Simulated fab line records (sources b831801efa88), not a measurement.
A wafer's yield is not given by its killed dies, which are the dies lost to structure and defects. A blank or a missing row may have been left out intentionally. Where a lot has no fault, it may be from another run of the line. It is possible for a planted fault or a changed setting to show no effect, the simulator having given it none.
fab line records -- flow sky130
[record] lots = 6, wafers = 18, lastDay = 50
route steps=708 shown SPACER@306 POLY_CUT@307 PAD_OPEN@708
lots that met no fault: from a run of the same line without faults
startH: start of the lot's first displayed wafer, in hours after the record's first day -- waitH: hours from the lot's prior step to this one -- " identical to the entry in the row above -- L1.1+2: a single row standing in for several wafers -- - value missing, or start not given -- * or withheld: withheld -- < > ~ a bound
route shown NAME@n: names a module that has steps shown in the file, with the first one's number in the route -- usual: mean/standard deviation taken from wafers without a fault -- same: alike in all rows -- chamber/n: place in a boat -- sites: each site's reading -- _std_site: the standard deviation of these -- _edge_site: mean of outer sites minus mean of inner sites -- radiusMm: for every site, how far away it sits from the centre of the wafer -- mask NAME#n: copy n -- behind: the most recent tool/chamber to have shaped the wafer -- hold: why the lot went on hold/how many hours it stayed there/how the hold came to an end -- device: which transistor (n, p or np) failed to switch -- end of line: the same wafers' tests at the end of the route -- for a step that has no rows: nothing shown but its recipe -- killed: count of dies lost to structure and defects at first sort (not the wafer's yield) -- map: a wafer's dies, marking killed ones x, the rest . and places with no die _
set.NAME: setting as actually run; set.NAME@STEP: the setting as run at that earlier step -- model.NAME: the simulator's own value behind a step, which no gauge read
a table for each step, a row for each wafer; lots at some steps of the route
services: from which hour (startH, from the record's first day; less than 0 if before it) a tool's chamber was out of use, for how many hours, and why
[[steps]]
[step SKY_SPACER_ETCHBACK_02]
[recipe] chemistry = CH3F/O2, target = Si3N4, stopOn = SiO2, sourceW = 400, biasW = 80, pressureMtorr = 25, ch3fFlowSccm = 40, O2_flow_sccm = 30, timeS = 46.7, targetDepthA = 450
[usual] O2_flow_sccm = 30.00/0.093, drypumpMotorCurrentA = 6.0/0.56, oesProductAu = 0.856/0.0057, throttleValvePct = 10.562/0.0093
lot.wafer,tool,chamber,startH,waitH,O2_flow_sccm,drypumpMotorCurrentA,oesProductAu,rfHoursCounterH,throttleValvePct
L238.2,rieDiel-04,3,563.34,0.0,29.97,6.1,0.856,1,10.569
L238.3,rieDiel-04,0,563.34,0.0,29.98,6.1,0.850,58,10.571
L238.6,rieDiel-04,0,563.34,0.0,30.18,6.1,0.852,-,10.552
L246.2,rieDiel-02,0,649.24,0.0,29.87,5.0,0.848,6,10.565
L246.3,rieDiel-02,3,649.24,0.0,29.96,5.5,0.859,10,10.570
L246.4,rieDiel-02,2,649.24,0.0,30.00,6.1,0.852,43,10.565
L249.1,rieDiel-04,1,665.31,0.1,30.21,6.7,0.855,4,10.551
L249.2,rieDiel-04,3,665.31,0.1,29.98,6.1,0.855,3,10.560
L249.4,rieDiel-04,1,665.31,0.1,30.16,6.7,0.858,-,10.559
L254.2,rieDiel-03,2,693.71,0.0,30.01,5.9,0.859,54,10.575
L254.4,rieDiel-03,0,693.71,0.0,30.05,5.6,0.866,19,10.556
L254.5,rieDiel-03,2,693.71,0.0,29.93,5.9,0.863,-,10.562
L255.3,rieDiel-02,1,708.88,0.0,29.98,4.9,0.862,2,10.553
L255.5,rieDiel-02,0,708.88,0.0,29.92,5.0,0.862,-,10.559
L255.6,rieDiel-02,1,708.88,0.0,29.91,4.9,0.848,-,10.559
L258.2,rieDiel-04,0,730.24,0.0,30.04,6.1,0.851,1,10.584
L258.3,rieDiel-04,1,730.24,0.0,30.06,6.7,0.849,6,10.562
L258.6,rieDiel-04,2,730.24,0.0,30.15,6.1,0.850,-,10.561
[step SKY_POLY_CUT_DEHYDRATE_00]
[recipe] tempC = 200, timeS = 60
[step SKY_POLY_CUT_HMDS_01]
[recipe] primeTimeS = 60, primeTempC = 120
[step SKY_POLY_CUT_COAT_02]
[recipe] resist = BARC, tempC = withheld, timeS = withheld, spinRpm = 3000, resistThkNm = 60
[step SKY_POLY_CUT_COAT_03]
[recipe] resist = KrF-thick, spinRpm = 3000, resistThkNm = 450
[step SKY_POLY_CUT_SOFTBAKE_04]
[recipe] tempC = 100, timeS = 90, resist = KrF-thick
[step SKY_POLY_CUT_EXPOSE_05]
[recipe] maskId = NPCM, na = 0.8, sourceShape = annular, sigmaInner = 0.55, sigmaOuter = 0.85, targetCdNm = 270, doseMj = 32
[step SKY_POLY_CUT_PEB_06]
[recipe] pebTempC = withheld, pebTimeS = withheld, resist = KrF-thick
[step SKY_POLY_CUT_DEVELOP_07]
[recipe] developTimeS = 60, resist = KrF-thick, devTempC = 21
[step SKY_POLY_CUT_CD_MEAS_08]
[recipe] targetCdNm = 270
[usual] cdNm = 270.6/1.5
lot.wafer,tool,chamber,startH,waitH,cdNm
L238.2,cdSem-02,-,593.99,-,271.8
L238.3,cdSem-02,-,593.99,-,271.3
L238.6,cdSem-02,-,593.99,-,269.3
L246.2,cdSem-01,-,678.14,-,269.2
L246.3,cdSem-01,-,678.14,-,268.7
L246.4,cdSem-01,-,678.14,-,270.4
L249.1,cdSem-01,-,694.42,-,270.7
L249.2,cdSem-01,-,694.42,-,269.1
L249.4,cdSem-01,-,694.42,-,269.6
L254.2,cdSem-02,-,722.00,-,270.4
L254.4,cdSem-02,-,722.00,-,270.7
L254.5,cdSem-02,-,722.00,-,268.7
L255.3,cdSem-02,-,736.59,-,269.0
L255.5,cdSem-02,-,736.59,-,269.6
L255.6,cdSem-02,-,736.59,-,268.5
L258.2,cdSem-01,-,756.62,-,266.9
L258.3,cdSem-01,-,756.62,-,268.6
L258.6,cdSem-01,-,756.62,-,269.5
[step SKY_POLY_CUT_OVL_MEAS_09]
[usual] POLY_CUT_OVL = 0/4.6
lot.wafer,tool,chamber,startH,waitH,POLY_CUT_OVL[nm]
L238.2,overlay-02,-,594.10,0.1,-2
L238.3,overlay-02,-,594.10,0.1,-1
L238.6,overlay-02,-,594.10,0.1,0
L246.2,overlay-01,-,678.25,0.1,-12
L246.3,overlay-01,-,678.25,0.1,-7
L246.4,overlay-01,-,678.25,0.1,-3
L249.1,overlay-01,-,694.54,0.1,4
L249.2,overlay-01,-,694.54,0.1,6
L249.4,overlay-01,-,694.54,0.1,5
L254.2,overlay-01,-,722.10,0.1,5
L254.4,overlay-01,-,722.10,0.1,2
L254.5,overlay-01,-,722.10,0.1,6
L255.3,overlay-02,-,736.68,0.1,-1
L255.5,overlay-02,-,736.68,0.1,3
L255.6,overlay-02,-,736.68,0.1,2
L258.2,overlay-01,-,756.72,0.1,-1
L258.3,overlay-01,-,756.72,0.1,1
L258.6,overlay-01,-,756.72,0.1,-1
[step SKY_POLY_CUT_ETCH_10]
[recipe] chemistry = N2/H2, target = BARC, ionEnergyEv = 200, sourceW = 500, biasW = 100, pressureMtorr = 30, n2FlowSccm = 100, h2FlowSccm = 200, stopOn = SiO2, timeS = 45.9, targetDepthA = 600
[usual] drypumpMotorCurrentA = 6.2/0.37, n2FlowSccm = 100.0/0.31, oesProductAu = 0.855/0.0047, rfFwdPowerW = 494.5/2.3, throttleValvePct = 13.225/0.01
lot.wafer,tool,chamber,startH,waitH,drypumpMotorCurrentA,n2FlowSccm,oesProductAu,rfFwdPowerW,rfHoursCounterH,throttleValvePct
L238.2,rieDiel-04,1,594.13,0.0,6.7,99.7,0.857,495.6,3,13.246
L238.3,rieDiel-04,2,594.13,0.0,6.1,100.0,0.857,494.8,61,13.255
L238.6,rieDiel-04,1,594.13,0.0,6.7,99.9,0.861,494.4,-,13.226
L246.2,rieDiel-03,2,678.28,0.0,5.9,100.4,0.856,491.2,54,13.225
L246.3,rieDiel-03,3,678.28,0.0,6.1,99.4,0.862,492.0,3,13.232
L246.4,rieDiel-03,1,678.28,0.0,6.8,100.6,0.857,497.2,19,13.223
L249.1,rieDiel-03,0,694.58,0.0,5.6,100.2,0.850,493.7,19,13.238
L249.2,rieDiel-03,3,694.58,0.0,6.1,100.3,0.848,491.4,3,13.220
L249.4,rieDiel-03,2,694.58,0.0,5.9,100.4,0.858,492.2,54,13.219
L254.2,rieDiel-01,0,722.13,0.0,6.7,100.3,0.854,495.0,50,13.215
L254.4,rieDiel-01,1,722.13,0.0,5.8,99.7,0.851,494.0,19,13.236
L254.5,rieDiel-01,0,722.13,0.0,6.7,99.8,0.855,491.1,-,13.212
L255.3,rieDiel-01,3,736.70,0.0,6.0,99.8,0.862,494.5,8,13.241
L255.5,rieDiel-01,3,736.70,0.0,6.0,99.8,0.850,495.8,-,13.236
L255.6,rieDiel-01,2,736.70,0.0,6.4,99.8,0.856,496.1,-,13.236
L258.2,rieDiel-03,3,756.75,0.0,6.0,100.1,0.851,491.6,5,13.211
L258.3,rieDiel-03,2,756.75,0.0,5.9,100.4,0.854,491.3,1,13.234
L258.6,rieDiel-03,2,756.75,0.0,6.0,100.5,0.858,487.9,-,13.221
[step SKY_POLY_CUT_ETCH_11]
[recipe] target = Si3N4, chemistry = CF4/CH2F2/Ar, stopOn = poly-Si, sourceW = 600, biasW = 150, pressureMtorr = 40, cf4FlowSccm = 40, ch2f2FlowSccm = 20, Ar_flow_sccm = 150, timeS = 42.5, targetDepthA = 600
[usual] drypumpMotorCurrentA = 6.2/0.37, oesProductAu = 0.831/0.0063, rfFwdPowerW = 593/3.2, throttleValvePct = 14.995/0.0095
lot.wafer,tool,chamber,startH,waitH,drypumpMotorCurrentA,oesProductAu,rfFwdPowerW,rfHoursCounterH,throttleValvePct
L238.2,rieDiel-04,1,594.17,0.0,6.7,0.831,595,3,15.000
L238.3,rieDiel-04,2,594.17,0.0,6.1,0.826,597,61,14.997
L238.6,rieDiel-04,1,594.17,0.0,6.7,0.828,594,-,14.984
L246.2,rieDiel-03,2,678.32,0.0,5.9,0.830,593,54,14.998
L246.3,rieDiel-03,3,678.32,0.0,6.0,0.830,496,3,14.990
L246.4,rieDiel-03,1,678.32,0.0,6.8,0.831,596,19,14.994
L249.1,rieDiel-03,0,694.62,0.0,5.6,0.822,596,19,15.003
L249.2,rieDiel-03,3,694.62,0.0,6.0,0.820,495,3,14.996
L249.4,rieDiel-03,2,694.62,0.0,5.9,0.827,588,54,14.991
L254.2,rieDiel-01,0,722.18,0.0,6.7,0.838,589,50,14.986
L254.4,rieDiel-01,1,722.18,0.0,5.8,0.842,593,19,14.989
L254.5,rieDiel-01,0,722.18,0.0,6.7,0.835,590,-,15.018
L255.3,rieDiel-01,3,736.74,0.0,6.0,0.837,591,8,15.002
L255.5,rieDiel-01,3,736.74,0.0,6.0,0.835,592,-,14.983
L255.6,rieDiel-01,2,736.74,0.0,6.4,0.825,594,-,14.991
L258.2,rieDiel-03,3,756.79,0.0,6.1,0.837,593,5,14.978
L258.3,rieDiel-03,2,756.79,0.0,5.9,0.835,590,1,14.992
L258.6,rieDiel-03,2,756.79,0.0,5.9,0.831,588,-,15.003
[step SKY_POLY_CUT_STRIP_12]
[recipe] chemistry = O2/N2, powerW = 1400, pressureMtorr = 1500, platenTempC = withheld, o2FlowSccm = 3000, n2FlowSccm = 300, overashFraction = 0.5
[usual] drypumpMotorCurrentA = 6.1/0.34, n2FlowSccm = 300.1/0.96, oesProductAu = 0.453/0.005, stripTimeToEndpointS = 5.361/0.019
lot.wafer,tool,chamber,startH,waitH,drypumpMotorCurrentA,n2FlowSccm,oesProductAu,rfHoursCounterH,stripTimeToEndpointS
L238.2,plasmaAsher-03,0,594.21,0.0,6.0,299.6,0.452,92,5.391
L238.3,plasmaAsher-03,1,594.21,0.0,5.7,302.0,0.448,-,5.350
L238.6,plasmaAsher-03,0,594.21,0.0,6.0,299.4,0.454,-,5.385
L246.2,plasmaAsher-01,1,678.36,0.0,5.7,299.0,0.452,25,5.367
L246.3,plasmaAsher-01,0,678.36,0.0,6.5,301.5,0.456,-,5.369
L246.4,plasmaAsher-01,1,678.36,0.0,5.7,298.9,0.453,-,5.349
L249.1,plasmaAsher-03,0,694.66,0.0,6.0,297.7,0.456,98,5.373
L249.2,plasmaAsher-03,1,694.66,0.0,5.7,301.4,0.449,98,5.369
L249.4,plasmaAsher-03,0,694.66,0.0,6.0,298.5,0.453,-,5.350
L254.2,plasmaAsher-03,1,722.22,0.0,5.7,299.9,0.463,100,5.346
L254.4,plasmaAsher-03,0,722.22,0.0,6.1,299.7,0.451,-,5.365
L254.5,plasmaAsher-03,1,722.22,0.0,5.7,300.1,0.434,-,5.348
L255.3,plasmaAsher-01,0,736.82,0.1,6.5,299.3,0.451,-,5.377
L255.5,plasmaAsher-01,1,736.82,0.1,5.7,300.8,0.442,-,5.353
L255.6,plasmaAsher-01,0,736.82,0.1,6.5,299.8,0.453,-,5.358
L258.2,plasmaAsher-03,0,756.83,0.0,6.1,298.7,0.456,2,5.373
L258.3,plasmaAsher-03,0,756.83,0.0,6.1,297.7,0.446,-,5.382
L258.6,plasmaAsher-03,0,756.83,0.0,6.1,298.5,0.460,-,5.359
[step SKY_PAD_OPEN_PROBE_99]
[usual] killed_at_M0_to_M3 = 43/7.3, killed_at_M4_up = 3.2/1.9, killedAtContacts = 25/5.4, killedAtFrontEnd = 16/4.4, killedAtOther = 0.4/0.66, killedDies = 87/11, killedOpen = 48/7.9, killedShort = 39/6.5
[same] grossDies = 492, killedAtBackSide = 0
lot.wafer,tool,chamber,startH,waitH,killed_at_M0_to_M3,killed_at_M4_up,killedAtContacts,killedAtFrontEnd,killedAtOther,killedDies,killedOpen,killedShort
L238.2,prober-02,-,1107.57,0.1,41,2,19,22,2,86,46,39
L238.3,prober-02,-,1107.62,0.2,46,2,34,13,0,95,61,34
L238.6,prober-02,-,1107.77,0.2,58,2,31,22,0,113,59,54
L246.2,prober-01,-,1165.07,0.1,42,4,19,15,0,80,44,35
L246.3,prober-01,-,1165.12,0.2,39,3,29,11,0,82,40,41
L246.4,prober-01,-,1165.17,0.2,45,3,32,23,0,103,69,33
L249.1,prober-02,-,1174.83,0.1,42,5,24,10,0,81,42,39
L249.2,prober-02,-,1174.88,0.1,48,3,20,9,2,82,41,41
L249.4,prober-02,-,1174.98,0.2,32,2,27,20,0,81,50,31
L254.2,prober-02,-,1189.51,0.1,37,2,23,14,1,77,42,35
L254.4,prober-02,-,1189.61,0.2,32,3,27,8,0,70,41,29
L254.5,prober-02,-,1189.66,0.2,30,4,19,16,0,69,33,36
L255.3,prober-02,-,1200.26,0.2,30,3,25,15,0,73,49,24
L255.5,prober-02,-,1200.36,0.2,43,5,29,18,0,95,50,44
L255.6,prober-02,-,1200.41,0.2,40,1,29,8,1,79,44,35
L258.2,prober-01,-,1209.84,0.1,44,3,20,18,0,85,50,35
L258.3,prober-01,-,1209.89,0.2,53,3,24,19,0,99,47,52
L258.6,prober-01,-,1210.04,0.2,40,2,30,12,0,84,54,30
// killed by level:class
L238.2 POLY_GATE:geometricParticle:open=9 CONTACT:geometricParticle:open=9 VIA3:geometricParticle:open=7 VIA3:geometricParticle:short=6 VIA1:geometricParticle:open=6 POLY_GATE:geometricParticle:short=5 CONTACT:geometricParticle:short=5 VIA1:geometricParticle:short=5
L238.3 CONTACT:geometricParticle:open=16 VIA1:geometricParticle:open=10 CONTACT:geometricParticle:short=8 VIA2:geometricParticle:open=8 METAL2:geometricParticle:short=7 VIA3:geometricParticle:open=6 LI_CONTACT:geometricParticle:open=4 METAL1:geometricParticle:short=4
L238.6 VIA1:geometricParticle:open=12 CONTACT:geometricParticle:open=10 VIA3:geometricParticle:open=10 METAL2:geometricParticle:short=8 METAL1:geometricParticle:short=8 LI_CONTACT:geometricParticle:open=7 FIELD_ISO:geometricParticle:short=6 VIA1:geometricParticle:short=6
L246.2 VIA1:geometricParticle:open=8 LI_CONTACT:geometricParticle:open=6 CONTACT:geometricParticle:open=6 VIA3:geometricParticle:open=5 VIA1:geometricParticle:short=5 METAL2:geometricParticle:short=5 METAL2:geometricParticle:open=5 FIELD_ISO:geometricParticle:short=4
L246.3 LI_CONTACT:geometricParticle:open=12 METAL2:geometricParticle:short=8 VIA1:geometricParticle:short=7 VIA1:geometricParticle:open=7 CONTACT:geometricParticle:short=6 CONTACT:geometricParticle:open=6 FIELD_ISO:geometricParticle:open=5 VIA2:geometricParticle:open=5
L246.4 CONTACT:geometricParticle:open=15 LI_CONTACT:geometricParticle:open=9 VIA1:geometricParticle:open=9 METAL1:geometricParticle:short=8 VIA3:geometricParticle:open=7 POLY_GATE:geometricParticle:open=7 FIELD_ISO:geometricParticle:short=6 FIELD_ISO:geometricParticle:open=5
L249.1 CONTACT:geometricParticle:short=8 LI_CONTACT:geometricParticle:open=7 METAL1:geometricParticle:short=7 VIA1:geometricParticle:open=7 FIELD_ISO:geometricParticle:open=6 VIA1:geometricParticle:short=6 VIA2:geometricParticle:open=6 VIA3:geometricParticle:open=6
L249.2 CONTACT:geometricParticle:open=9 VIA3:geometricParticle:open=8 VIA2:geometricParticle:open=7 CONTACT:geometricParticle:short=6 METAL1:geometricParticle:short=6 METAL2:geometricParticle:short=5 LOCAL_INTERCONNECT:geometricParticle:short=4 METAL1:geometricParticle:open=4
L249.4 VIA2:geometricParticle:open=10 POLY_GATE:geometricParticle:open=8 VIA3:geometricParticle:open=8 FIELD_ISO:geometricParticle:short=7 CONTACT:geometricParticle:open=7 CONTACT:geometricParticle:short=6 LI_CONTACT:geometricParticle:open=4 LOCAL_INTERCONNECT:geometricParticle:short=4
L254.2 LI_CONTACT:geometricParticle:open=11 VIA2:geometricParticle:open=7 METAL2:geometricParticle:short=6 METAL1:geometricParticle:short=6 VIA1:geometricParticle:open=6 FIELD_ISO:geometricParticle:open=5 CONTACT:geometricParticle:open=5 VIA1:geometricParticle:short=5
L254.4 CONTACT:geometricParticle:open=12 VIA2:geometricParticle:open=8 LI_CONTACT:geometricParticle:open=6 VIA1:geometricParticle:open=5 METAL1:geometricParticle:short=4 VIA3:geometricParticle:open=4 VIA3:geometricParticle:short=4 LOCAL_INTERCONNECT:geometricParticle:short=3
L254.5 CONTACT:geometricParticle:open=7 VIA1:geometricParticle:open=6 METAL2:geometricParticle:short=6 FIELD_ISO:geometricParticle:open=4 POLY_GATE:geometricParticle:short=4 CONTACT:geometricParticle:short=4 METAL1:geometricParticle:short=4 VIA3:geometricParticle:open=3
L255.3 CONTACT:geometricParticle:open=11 VIA1:geometricParticle:open=9 VIA2:geometricParticle:open=8 LI_CONTACT:geometricParticle:open=7 VIA3:geometricParticle:short=5 POLY_GATE:geometricParticle:short=4 CONTACT:geometricParticle:short=4 METAL1:geometricParticle:short=4
L255.5 CONTACT:geometricParticle:open=14 LI_CONTACT:geometricParticle:open=10 METAL2:geometricParticle:short=10 POLY_GATE:geometricParticle:short=7 VIA2:geometricParticle:open=7 VIA1:geometricParticle:open=6 VIA3:geometricParticle:open=6 METAL1:geometricParticle:short=5
L255.6 CONTACT:geometricParticle:open=11 VIA3:geometricParticle:open=9 LI_CONTACT:geometricParticle:open=8 METAL3:geometricParticle:short=6 METAL2:geometricParticle:short=5 VIA1:geometricParticle:open=5 LI_CONTACT:geometricParticle:short=4 VIA2:geometricParticle:open=4
L258.2 LI_CONTACT:geometricParticle:open=8 VIA2:geometricParticle:short=7 VIA1:geometricParticle:open=7 VIA3:geometricParticle:open=7 POLY_GATE:geometricParticle:open=6 VIA2:geometricParticle:open=6 METAL1:geometricParticle:short=6 FIELD_ISO:geometricParticle:open=5
L258.3 VIA1:geometricParticle:open=13 VIA2:geometricParticle:open=12 LI_CONTACT:geometricParticle:short=8 FIELD_ISO:geometricParticle:short=7 CONTACT:geometricParticle:open=6 METAL1:geometricParticle:short=6 VIA1:geometricParticle:short=6 METAL2:geometricParticle:short=4
L258.6 CONTACT:geometricParticle:open=14 VIA2:geometricParticle:open=8 LI_CONTACT:geometricParticle:open=8 VIA1:geometricParticle:short=7 VIA1:geometricParticle:open=7 POLY_GATE:geometricParticle:open=5 METAL1:geometricParticle:short=5 LOCAL_INTERCONNECT:geometricParticle:short=5
[[services]]
tool,chamber,startH,hours,kind
plasmaAsher-01,-,541.57,2.7,repair
rieDiel-02,1,559.22,23.1,repair
rieDiel-03,1,598.72,1.8,repair
rieDiel-02,0,605.94,1.9,repair
plasmaAsher-03,-,608.44,34.0,repair
rieDiel-04,1,610.76,4.8,repair
rieDiel-01,-,625.44,14.6,pm
plasmaAsher-03,-,634.64,11.4,repair
rieDiel-04,2,637.40,-,clean
rieDiel-01,-,640.04,15.6,pm
rieDiel-02,0,659.01,5.4,repair
rieDiel-01,3,670.05,3.1,repair
rieDiel-04,0,684.17,8.3,repair
rieDiel-02,-,702.13,0.7,repair
rieDiel-03,2,708.01,-,clean
rieDiel-03,2,708.01,16.2,scheduledDown
rieDiel-03,2,708.01,16.2,ventCycle
plasmaAsher-03,-,708.66,5.0,repair
rieDiel-02,1,709.85,4.5,repair
plasmaAsher-03,-,733.75,9.0,pm
rieDiel-03,2,737.54,2.6,repair
rieDiel-03,1,738.64,13.3,repair
rieDiel-04,1,755.08,15.5,repair
rieDiel-01,3,755.92,11.7,repair
[[key]]
[firstSign] step = SKY_POLY_CUT_ETCH_11, reading = rfFwdPowerW, direction = down, sigmas = 31, usual = 593, struck = 495
effect none on later readings
metAt SKY_POLY_CUT_ETCH_11
struckWafers L246.3,L249.2
testerLeftOut L246,L249
[fault] kind = processParameterDrift, tool = rieDiel-03, chamber = 3, onsetH = 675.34, steps = SKY_POLY_CUT_ETCH_11, channel = sourceW, offset = -96, shape = step, endH = 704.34, actsIn = theseRecipesOnly, stated = 600
// testerLeftOut: of these lots the tester's yield and bins aren't shown, on N5 and GAA mostly nor the transistor test; their killed dies are dies lost to structure and defects alone, not to doping, threshold or leakage, so they don't give the yield
